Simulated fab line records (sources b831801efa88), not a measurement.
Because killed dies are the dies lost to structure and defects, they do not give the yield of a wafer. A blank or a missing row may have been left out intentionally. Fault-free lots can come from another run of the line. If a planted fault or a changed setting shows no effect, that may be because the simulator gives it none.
fab line records    flow sky130    part 1 of 2: steps 1 to 29 of 40
record lots=5  wafers=15  lastDay=50
route steps=708 shown LDD_HVP@288 LDD_LDN@289 SPACER@304 POLY_CUT@307 SD_P@320
lots untouched by any fault: they come from a run of this same line in which no faults occurred
startH: hours from the record's opening day to when the first of the lot's shown wafers began    waitH: how many hours have passed since the lot's step before this one    " same as the row above    L1.1+2: a single row standing in for several wafers    - value missing, or start not given    * or withheld: withheld    < > ~ a bound
route shown NAME@n: NAME is a module with steps in the file, n the number in the route of the first one    usual: mean/standard deviation taken from wafers without a fault    same: alike in all rows    chamber/n: place in a boat    sites: per-site readings    _std_site: the standard deviation of these    _edge_site: the outer-site mean with the inner-site mean subtracted    radiusMm: for every site, how far away it sits from the centre of the wafer    mask NAME#n: copy n    behind: the tool/chamber that last shaped the wafer    hold: reason for holding the lot/hours on hold/outcome of the hold    device: the transistor (n, p or np) that didn't switch    end of line: tests of these same wafers at the route's end    where a step has no rows: the recipe by itself    killed: at the first sort, the dies lost to defects and structure; wafer yield is something else    map: shows each die of a wafer: x if killed, . if not, _ if none is there
set.NAME: the setting as run; set.NAME@STEP: as run at that earlier step    model.NAME: the simulator's own value behind a step, which no gauge read
certain route steps with their lots: each step a table, each wafer a row
services: the hour from which a tool's chamber was out of use, counted from the record's first day as startH (under 0 if before that day), plus the number of hours and why
## steps
# step SKY_LDD_HVP_TW_MEAS_10
# usual LDD_HVP_TW=458.3/2.8
lot.wafer  tool          chamber  startH  waitH  LDD_HVP_TW
L078.2     filmMetro-03  -        537.13  0.1    456.2
L078.3     "             -        "       "      455.8
L078.4     "             -        "       "      458.6
L087.1     filmMetro-04  -        610.15  0.1    456.9
L087.4     "             -        "       "      455.9
L087.6     "             -        "       "      456.1
L089.1     filmMetro-01  -        628.67  0.1    455.7
L089.2     "             -        "       "      453.9
L089.3     "             -        "       "      454.0
L095.3     filmMetro-04  -        673.54  0.1    463.2
L095.4     "             -        "       "      462.5
L095.6     "             -        "       "      463.0
L096.1     filmMetro-04  -        679.17  0.1    463.0
L096.2     "             -        "       "      462.7
L096.6     "             -        "       "      464.4
# step SKY_LDD_LDN_DEHYDRATE_00
# recipe tempC=200  timeS=60
# same timeS=60
lot.wafer   tool           chamber  startH  waitH
L078.2+3+4  lithoTrack-02  0        551.51  14.4
L087.1+4+6  lithoTrack-02  0        624.03  13.9
L089.1+2+3  lithoTrack-03  0        642.17  13.5
L095.3+4+6  lithoTrack-02  0        687.08  13.5
L096.1+2+6  lithoTrack-01  0        692.36  13.2
# step SKY_LDD_LDN_HMDS_01
# recipe primeTimeS=60  primeTempC=120
lot.wafer   tool           chamber  startH  waitH
L078.2+3+4  lithoTrack-02  0        551.66  0.1
L087.1+4+6  lithoTrack-02  0        624.18  0.1
L089.1+2+3  lithoTrack-03  0        642.32  0.1
L095.3+4+6  lithoTrack-02  0        687.23  0.1
L096.1+2+6  lithoTrack-01  0        692.51  0.1
# step SKY_LDD_LDN_COAT_02
# recipe resist=NOVOLAK  spinRpm=3000  resistThkNm=1140
lot.wafer   tool           chamber  startH  waitH
L078.2+3+4  lithoTrack-02  0        551.81  0.1
L087.1+4+6  lithoTrack-02  0        624.33  0.1
L089.1+2+3  lithoTrack-03  0        642.47  0.1
L095.3+4+6  lithoTrack-02  0        687.38  0.1
L096.1+2+6  lithoTrack-01  0        692.66  0.1
# step SKY_LDD_LDN_SOFTBAKE_03
# recipe tempC=90  timeS=60  resist=NOVOLAK
# same timeS=60
lot.wafer   tool           chamber  startH  waitH
L078.2+3+4  lithoTrack-02  0        551.96  0.1
L087.1+4+6  lithoTrack-02  0        624.48  0.1
L089.1+2+3  lithoTrack-03  0        642.62  0.1
L095.3+4+6  lithoTrack-02  0        687.53  0.1
L096.1+2+6  lithoTrack-01  0        692.81  0.1
# step SKY_LDD_LDN_EXPOSE_04
# recipe maskId=LDNTM  na=0.6  sourceShape=conventional  sigmaOuter=0.6  polarization=unpolarized  targetCdNm=700  doseMj=142.4
# same na=0.6
lot.wafer   tool             chamber  startH  waitH  mask
L078.2+3+4  ilineStepper-01  0        -       -      LDNTM#0
L087.1+4+6  ilineStepper-02  0        -       -      LDNTM#0
L089.1+2+3  ilineStepper-01  0        -       -      LDNTM#0
L095.3+4+6  ilineStepper-01  0        -       -      LDNTM#0
L096.1+2+6  ilineStepper-01  0        -       -      LDNTM#0
# step SKY_LDD_LDN_PEB_05
# recipe tempC=withheld  timeS=*  resist=NOVOLAK
# same timeS=*
lot.wafer   tool           chamber  startH  waitH
L078.2+3+4  lithoTrack-02  0        -       -
L087.1+4+6  lithoTrack-02  0        -       -
L089.1+2+3  lithoTrack-01  0        -       -
L095.3+4+6  lithoTrack-01  0        -       -
L096.1+2+6  lithoTrack-01  0        -       -
# step SKY_LDD_LDN_DEVELOP_06
# recipe resist=NOVOLAK  developer=TMAH  developTimeS=60  devTempC=23
lot.wafer   tool           chamber  startH  waitH
L078.2+3+4  lithoTrack-02  0        566.31  0.1
L087.1+4+6  lithoTrack-02  0        638.78  0.1
L089.1+2+3  lithoTrack-01  0        656.36  0.1
L095.3+4+6  lithoTrack-01  0        701.16  0.1
L096.1+2+6  lithoTrack-01  0        706.51  0.1
# step SKY_LDD_LDN_OVL_MEAS_07
# usual LDD_LDN_OVL=0.5/1.3
lot.wafer  tool        chamber  startH  waitH  LDD_LDN_OVL[nm]
L078.2     overlay-01  -        566.44  0.1    0.7
L078.3     "           -        "       "      1.4
L078.4     "           -        "       "      1.4
L087.1     overlay-01  -        638.93  0.1    -0.4
L087.4     "           -        "       "      0.4
L087.6     "           -        "       "      -1.0
L089.1     overlay-02  -        656.51  0.1    1.2
L089.2     "           -        "       "      1.6
L089.3     "           -        "       "      1.3
L095.3     overlay-01  -        701.28  0.1    2.4
L095.4     "           -        "       "      0.5
L095.6     "           -        "       "      3.3
L096.1     overlay-01  -        706.66  0.1    -1.5
L096.2     "           -        "       "      0.8
L096.6     "           -        "       "      0.3
# step SKY_LDD_LDN_IMPLANT_08
# recipe species=As  energyKev=15  doseCm2=1.25e+13  tiltDeg=withheld  rotationDeg=23
# usual beamEnergyKeV=14.999/0.0045  beamOnS=9.98/0.18  doseIonsCm2=1.2501e+13/1.4e+10
lot.wafer  tool          chamber  startH  waitH  beamEnergyKeV  beamOnS  doseIonsCm2
L078.2     implanter-04  0        566.49  0.0    15.004         10.01    1.2509e+13
L078.3     "             0        "       "      14.999         9.65     1.2509e+13
L078.4     "             0        "       "      15.005         9.79     1.25e+13
L087.1     implanter-01  0        638.97  0.0    15.002         10.06    1.2477e+13
L087.4     "             0        "       "      14.988         9.81     1.2496e+13
L087.6     "             0        "       "      14.996         9.91     1.2506e+13
L089.1     implanter-02  0        656.55  0.0    14.994         9.70     1.2497e+13
L089.2     "             0        "       "      14.991         9.91     1.2482e+13
L089.3     "             0        "       "      15.002         9.91     1.2481e+13
L095.3     implanter-01  0        701.35  0.1    15.000         10.26    1.2488e+13
L095.4     "             0        "       "      14.994         9.94     1.2511e+13
L095.6     "             0        "       "      14.996         9.97     1.2497e+13
L096.1     implanter-04  0        706.70  0.0    14.990         10.24    1.2528e+13
L096.2     "             0        "       "      15.000         9.67     1.2475e+13
L096.6     "             0        "       "      14.996         9.78     1.2508e+13
# step SKY_LDD_LDN_IMPLANT_09
# recipe species=As  energyKev=14.86  doseCm2=1.25e+13  tiltDeg=withheld  rotationDeg=113
# usual beamEnergyKeV=14.860/0.0051  beamOnS=10.01/0.2  doseIonsCm2=1.2497e+13/1.4e+10
lot.wafer  tool          chamber  startH  waitH  beamEnergyKeV  beamOnS  doseIonsCm2
L078.2     implanter-04  0        566.64  0.1    14.864         9.89     1.2496e+13
L078.3     "             0        "       "      14.865         9.92     1.2498e+13
L078.4     "             0        "       "      14.861         10.13    1.2491e+13
L087.1     implanter-01  0        639.12  0.1    14.858         10.04    1.2474e+13
L087.4     "             0        "       "      14.859         10.30    1.2481e+13
L087.6     "             0        "       "      14.859         9.88     1.2488e+13
L089.1     implanter-02  0        656.70  0.1    14.859         10.10    1.2506e+13
L089.2     "             0        "       "      14.859         10.33    1.2496e+13
L089.3     "             0        "       "      14.865         9.76     1.2501e+13
L095.3     implanter-01  0        701.50  0.1    14.862         10.10    1.2505e+13
L095.4     "             0        "       "      14.862         9.92     1.2529e+13
L095.6     "             0        "       "      14.864         10.17    1.249e+13
L096.1     implanter-04  0        706.85  0.1    14.859         10.28    1.2505e+13
L096.2     "             0        "       "      14.866         10.24    1.2514e+13
L096.6     "             0        "       "      14.863         10.03    1.2498e+13
# step SKY_LDD_LDN_IMPLANT_10
# recipe species=As  energyKev=15  doseCm2=1.25e+13  tiltDeg=withheld  rotationDeg=203
# usual beamEnergyKeV=15.000/0.0051  beamOnS=10.01/0.21  doseIonsCm2=1.25e+13/1.4e+10
lot.wafer  tool          chamber  startH  waitH  beamEnergyKeV  beamOnS  doseIonsCm2
L078.2     implanter-04  0        566.79  0.1    15.002         9.61     1.2511e+13
L078.3     "             0        "       "      14.998         9.84     1.2523e+13
L078.4     "             0        "       "      15.005         10.22    1.2501e+13
L087.1     implanter-01  0        639.27  0.1    14.999         9.84     1.2513e+13
L087.4     "             0        "       "      15.000         9.73     1.2495e+13
L087.6     "             0        "       "      15.002         10.07    1.2493e+13
L089.1     implanter-02  0        656.85  0.1    14.995         9.79     1.2491e+13
L089.2     "             0        "       "      15.001         10.29    1.2511e+13
L089.3     "             0        "       "      15.008         10.23    1.2511e+13
L095.3     implanter-01  0        701.65  0.1    15.002         10.05    1.2485e+13
L095.4     "             0        "       "      15.004         9.67     1.2485e+13
L095.6     "             0        "       "      15.007         10.11    1.2505e+13
L096.1     implanter-04  0        707.00  0.1    15.002         9.74     1.2499e+13
L096.2     "             0        "       "      15.005         9.73     1.2483e+13
L096.6     "             0        "       "      14.999         10.17    1.2478e+13
# step SKY_LDD_LDN_IMPLANT_11
# recipe species=As  energyKev=15  doseCm2=1.25e+13  tiltDeg=withheld  rotationDeg=293
# usual beamEnergyKeV=15.000/0.0039  beamOnS=10.02/0.22  doseIonsCm2=1.2498e+13/1.5e+10
lot.wafer  tool          chamber  startH  waitH  beamEnergyKeV  beamOnS  doseIonsCm2
L078.2     implanter-04  0        566.94  0.1    15.000         9.89     1.2499e+13
L078.3     "             0        "       "      14.997         9.77     1.2486e+13
L078.4     "             0        "       "      15.002         10.07    1.2482e+13
L087.1     implanter-01  0        639.42  0.1    14.997         9.70     1.2469e+13
L087.4     "             0        "       "      15.005         10.00    1.2505e+13
L087.6     "             0        "       "      14.996         9.64     1.2473e+13
L089.1     implanter-02  0        657.00  0.1    15.000         9.94     1.2507e+13
L089.2     "             0        "       "      14.999         9.98     1.2511e+13
L089.3     "             0        "       "      14.997         10.35    1.2487e+13
L095.3     implanter-01  0        701.80  0.1    15.004         10.27    1.2484e+13
L095.4     "             0        "       "      15.007         10.31    1.2496e+13
L095.6     "             0        "       "      15.010         10.22    1.2511e+13
L096.1     implanter-04  0        707.15  0.1    14.998         10.10    1.2466e+13
L096.2     "             0        "       "      14.996         9.75     1.2498e+13
L096.6     "             0        "       "      14.998         10.15    1.2497e+13
# step SKY_LDD_LDN_STRIP_12
# recipe chemistry=O2/N2  powerW=1400  pressureMtorr=1500  platenTempC=withheld  o2FlowSccm=3000  n2FlowSccm=300  overashFraction=0.5
# usual drypumpMotorCurrentA=5.7/0.68  o2FlowSccm=3001/9.4  oesProductAu=0.715/0.0044  stripTimeToEndpointS=14.18/0.035
lot.wafer  tool            chamber  startH  waitH  drypumpMotorCurrentA  o2FlowSccm  oesProductAu  rfHoursCounterH  stripTimeToEndpointS
L078.2     plasmaAsher-03  1        567.07  0.1    4.9                   2986        0.716         76               14.14
L078.3     "               1        "       "      4.9                   2990        0.706         -                14.18
L078.4     "               0        "       "      6.5                   3007        0.710         -                14.15
L087.1     plasmaAsher-03  1        639.57  0.1    4.9                   2999        0.711         84               14.20
L087.4     "               0        "       "      6.5                   2983        0.712         -                14.16
L087.6     "               0        "       "      6.5                   2996        0.711         -                14.15
L089.1     plasmaAsher-01  0        657.15  0.1    4.9                   2995        0.711         51               14.14
L089.2     "               1        "       "      5.6                   3005        0.716         51               14.13
L089.3     "               1        "       "      5.6                   3005        0.725         -                14.15
L095.3     plasmaAsher-01  1        701.93  0.1    5.6                   3005        0.715         -                14.19
L095.4     "               0        "       "      4.9                   2999        0.716         -                14.20
L095.6     "               0        "       "      4.9                   3007        0.712         -                14.20
L096.1     plasmaAsher-03  1        707.30  0.1    4.9                   3019        0.713         91               14.15
L096.2     "               0        "       "      6.5                   3006        0.708         91               14.15
L096.6     "               0        "       "      6.5                   3003        0.707         -                14.15
# step SKY_LDD_LDN_TW_MEAS_13
# usual LDD_LDN_TW=1485/8.9
lot.wafer  tool          chamber  startH  waitH  LDD_LDN_TW
L078.2     filmMetro-04  -        567.18  0.1    1492
L078.3     "             -        "       "      1483
L078.4     "             -        "       "      1489
L087.1     filmMetro-02  -        639.67  0.1    1480
L087.4     "             -        "       "      1479
L087.6     "             -        "       "      1477
L089.1     filmMetro-04  -        657.26  0.1    1494
L089.2     "             -        "       "      1506
L089.3     "             -        "       "      1490
L095.3     filmMetro-01  -        702.02  0.1    1486
L095.4     "             -        "       "      1484
L095.6     "             -        "       "      1482
L096.1     filmMetro-04  -        707.40  0.1    1500
L096.2     "             -        "       "      1505
L096.6     "             -        "       "      1505
# step SKY_LDD_LDN_CLEAN_14
# recipe chemistry=SC1/SC2  mix=1:4:20  tempC=70  timeS=150  dry=n2Spin
# usual tempC=70.00/0.11
# same timeS=150
lot.wafer  tool         chamber  startH  waitH  tempC
L078.2     wetBench-02  3        567.23  0.0    69.91
L078.3     "            3        "       "      70.03
L078.4     "            3        "       "      70.04
L087.1     wetBench-04  1        639.73  0.1    69.89
L087.4     "            1        "       "      70.00
L087.6     "            1        "       "      70.04
L089.1     wetBench-01  3        657.32  0.1    70.05
L089.2     "            3        "       "      70.27
L089.3     "            3        "       "      70.23
L095.3     wetBench-04  0        702.06  0.0    69.75
L095.4     "            0        "       "      70.15
L095.6     "            0        "       "      69.99
L096.1     wetBench-02  1        707.46  0.1    69.91
L096.2     "            1        "       "      70.02
L096.6     "            1        "       "      70.10
# step SKY_SPACER_CVD_00
# recipe material=Si3N4  precursor=DCS/NH3  targetThkNm=43.1  tempC=770  timeS=740  pressureMtorr=250
# usual spikeTcLowerC=770.2/1.2  zonePowerCentrePct=12.9/0.32
# same timeS=740
lot.wafer  tool      chamber  startH  waitH  spikeTcLowerC  zonePowerCentrePct
L078.2     lpcvd-02  1        568.24  1.0    769.2          13.2
L078.3     "         1        "       "      771.0          13.3
L078.4     "         1        "       "      770.4          13.3
L087.1     lpcvd-02  0        639.78  0.0    769.9          12.4
L087.4     "         0        "       "      771.1          12.7
L087.6     "         0        "       "      770.4          12.6
L089.1     lpcvd-02  1        658.34  0.9    770.4          13.3
L089.2     "         1        "       "      769.0          13.3
L089.3     "         1        "       "      770.6          13.1
L095.3     lpcvd-02  0        702.68  0.6    769.3          12.5
L095.4     "         0        "       "      770.3          12.7
L095.6     "         0        "       "      770.9          12.7
L096.1     lpcvd-02  0        707.95  0.4    770.7          12.8
L096.2     "         0        "       "      771.5          12.6
L096.6     "         0        "       "      770.5          12.6
# step SKY_SPACER_THK_MEAS_01
# recipe reads=Si3N4_of_SPACER_CVD_00
# usual SPACER_CVD_00_THK=43.1/0.41
lot.wafer  tool          chamber  startH  waitH  SPACER_CVD_00_THK[nm]
L078.2     filmMetro-03  -        569.46  0.0    43.0
L078.3     "             -        "       "      42.8
L078.4     "             -        "       "      43.1
L087.1     filmMetro-03  -        640.99  0.0    43.8
L087.4     "             -        "       "      43.5
L087.6     "             -        "       "      43.6
L089.1     filmMetro-03  -        659.55  0.0    43.2
L089.2     "             -        "       "      43.5
L089.3     "             -        "       "      43.4
L095.3     filmMetro-03  -        703.91  0.0    43.4
L095.4     "             -        "       "      43.1
L095.6     "             -        "       "      43.3
L096.1     filmMetro-03  -        709.15  0.0    44.0
L096.2     "             -        "       "      43.1
L096.6     "             -        "       "      43.4
# step SKY_SPACER_ETCHBACK_02
# recipe chemistry=CH3F/O2  target=Si3N4  stopOn=SiO2  sourceW=400  biasW=80  pressureMtorr=25  ch3fFlowSccm=40  O2_flow_sccm=30  timeS=46.7  targetDepthA=450
# usual drypumpMotorCurrentA=5.6/0.42  oesProductAu=0.854/0.0064  throttleValvePct=10.563/0.0083
# same timeS=46.7
lot.wafer  tool        chamber  startH  waitH  drypumpMotorCurrentA  oesProductAu  rfHoursCounterH  throttleValvePct
L078.2     rieDiel-04  3        569.51  0.0    5.3                   0.854         41               10.559
L078.3     "           1        "       "      5.2                   0.848         6                10.576
L078.4     "           0        "       "      5.0                   0.851         3                10.558
L087.1     rieDiel-03  2        641.05  0.1    5.8                   0.866         49               10.578
L087.4     "           3        "       "      5.4                   0.858         35               10.566
L087.6     "           2        "       "      5.8                   0.853         -                10.544
L089.1     rieDiel-03  0        659.61  0.1    5.2                   0.867         43               10.557
L089.2     "           1        "       "      6.2                   0.857         11               10.568
L089.3     "           2        "       "      5.8                   0.855         50               10.560
L095.3     rieDiel-03  0        703.95  0.0    5.2                   0.857         44               10.560
L095.4     "           2        "       "      5.8                   0.854         51               10.566
L095.6     "           1        "       "      6.2                   0.845         -                10.562
L096.1     rieDiel-04  3        709.21  0.1    5.4                   0.868         43               10.567
L096.2     "           2        "       "      5.6                   0.843         11               10.562
L096.6     "           3        "       "      5.3                   0.860         -                10.552
# step SKY_POLY_CUT_DEHYDRATE_00
# recipe tempC=200  timeS=60
# same timeS=60
lot.wafer   tool           chamber  startH  waitH
L078.2+3+4  lithoTrack-04  0        583.30  13.8
L087.1+4+6  lithoTrack-02  0        654.13  13.1
L089.1+2+3  lithoTrack-04  0        672.93  13.3
L095.3+4+6  lithoTrack-02  0        717.18  13.2
L096.1+2+6  lithoTrack-02  0        722.38  13.2
# step SKY_POLY_CUT_HMDS_01
# recipe primeTimeS=60  primeTempC=120
lot.wafer   tool           chamber  startH  waitH
L078.2+3+4  lithoTrack-04  0        583.45  0.1
L087.1+4+6  lithoTrack-02  0        654.28  0.1
L089.1+2+3  lithoTrack-04  0        673.08  0.1
L095.3+4+6  lithoTrack-02  0        717.33  0.1
L096.1+2+6  lithoTrack-02  0        722.53  0.1
# step SKY_POLY_CUT_COAT_02
# recipe resist=BARC  tempC=withheld  timeS=withheld  spinRpm=3000  resistThkNm=60
lot.wafer   tool           chamber  startH  waitH
L078.2+3+4  lithoTrack-04  0        583.60  0.1
L087.1+4+6  lithoTrack-02  0        654.43  0.1
L089.1+2+3  lithoTrack-04  0        673.23  0.1
L095.3+4+6  lithoTrack-02  0        717.48  0.1
L096.1+2+6  lithoTrack-02  0        722.68  0.1
# step SKY_POLY_CUT_COAT_03
# recipe resist=KrF-thick  spinRpm=3000  resistThkNm=450
lot.wafer   tool           chamber  startH  waitH
L078.2+3+4  lithoTrack-04  0        -       -
L087.1+4+6  lithoTrack-02  0        -       -
L089.1+2+3  lithoTrack-04  0        -       -
L095.3+4+6  lithoTrack-02  0        -       -
L096.1+2+6  lithoTrack-02  0        -       -
# step SKY_POLY_CUT_SOFTBAKE_04
# recipe tempC=100  timeS=90  resist=KrF-thick
# same timeS=90
lot.wafer   tool           chamber  startH  waitH
L078.2+3+4  lithoTrack-04  0        -       -
L087.1+4+6  lithoTrack-02  0        -       -
L089.1+2+3  lithoTrack-04  0        -       -
L095.3+4+6  lithoTrack-02  0        -       -
L096.1+2+6  lithoTrack-02  0        -       -
# step SKY_POLY_CUT_EXPOSE_05
# recipe maskId=NPCM  na=0.8  sourceShape=annular  sigmaInner=0.55  sigmaOuter=0.85  targetCdNm=270  doseMj=32
# same na=0.8
lot.wafer   tool           chamber  startH  waitH  mask
L078.2+3+4  krfScanner-02  0        -       -      NPCM#0
L087.1+4+6  krfScanner-01  0        -       -      NPCM#0
L089.1+2+3  krfScanner-02  0        -       -      NPCM#0
L095.3+4+6  krfScanner-02  0        -       -      NPCM#0
L096.1+2+6  krfScanner-01  0        -       -      NPCM#0
# step SKY_POLY_CUT_PEB_06
# recipe pebTempC=withheld  pebTimeS=withheld  resist=KrF-thick
lot.wafer   tool           chamber  startH  waitH
L078.2+3+4  lithoTrack-04  0        -       -
L087.1+4+6  lithoTrack-04  0        -       -
L089.1+2+3  lithoTrack-03  0        -       -
L095.3+4+6  lithoTrack-04  0        -       -
L096.1+2+6  lithoTrack-03  0        -       -
# step SKY_POLY_CUT_DEVELOP_07
# recipe developTimeS=60  resist=KrF-thick  devTempC=21
lot.wafer   tool           chamber  startH  waitH
L078.2+3+4  lithoTrack-04  0        -       -
L087.1+4+6  lithoTrack-04  0        -       -
L089.1+2+3  lithoTrack-03  0        -       -
L095.3+4+6  lithoTrack-04  0        -       -
L096.1+2+6  lithoTrack-03  0        -       -
# step SKY_POLY_CUT_CD_MEAS_08
# recipe targetCdNm=270
# usual cdNm=270.1/1.1
lot.wafer  tool      chamber  startH  waitH  cdNm
L078.2     cdSem-02  -        598.56  -      269.4
L078.3     "         -        "       "      269.0
L078.4     "         -        "       "      268.5
L087.1     cdSem-02  -        669.18  -      269.9
L087.4     "         -        "       "      269.4
L087.6     "         -        "       "      270.4
L089.1     cdSem-01  -        687.47  -      270.6
L089.2     "         -        "       "      271.2
L089.3     "         -        "       "      270.7
L095.3     cdSem-01  -        731.37  -      271.2
L095.4     "         -        "       "      271.4
L095.6     "         -        "       "      270.7
L096.1     cdSem-02  -        736.62  -      269.2
L096.2     "         -        "       "      270.6
L096.6     "         -        "       "      269.4
# step SKY_POLY_CUT_OVL_MEAS_09
# usual POLY_CUT_OVL=0/5.7
lot.wafer  tool        chamber  startH  waitH  POLY_CUT_OVL[nm]
L078.2     overlay-01  -        598.66  0.1    0
L078.3     "           -        "       "      1
L078.4     "           -        "       "      -1
L087.1     overlay-01  -        669.30  0.1    -5
L087.4     "           -        "       "      -3
L087.6     "           -        "       "      -1
L089.1     overlay-01  -        687.59  0.1    2
L089.2     "           -        "       "      4
L089.3     "           -        "       "      3
L095.3     overlay-02  -        731.46  0.1    0
L095.4     "           -        "       "      1
L095.6     "           -        "       "      4
L096.1     overlay-01  -        736.74  0.1    0
L096.2     "           -        "       "      -4
L096.6     "           -        "       "      -9
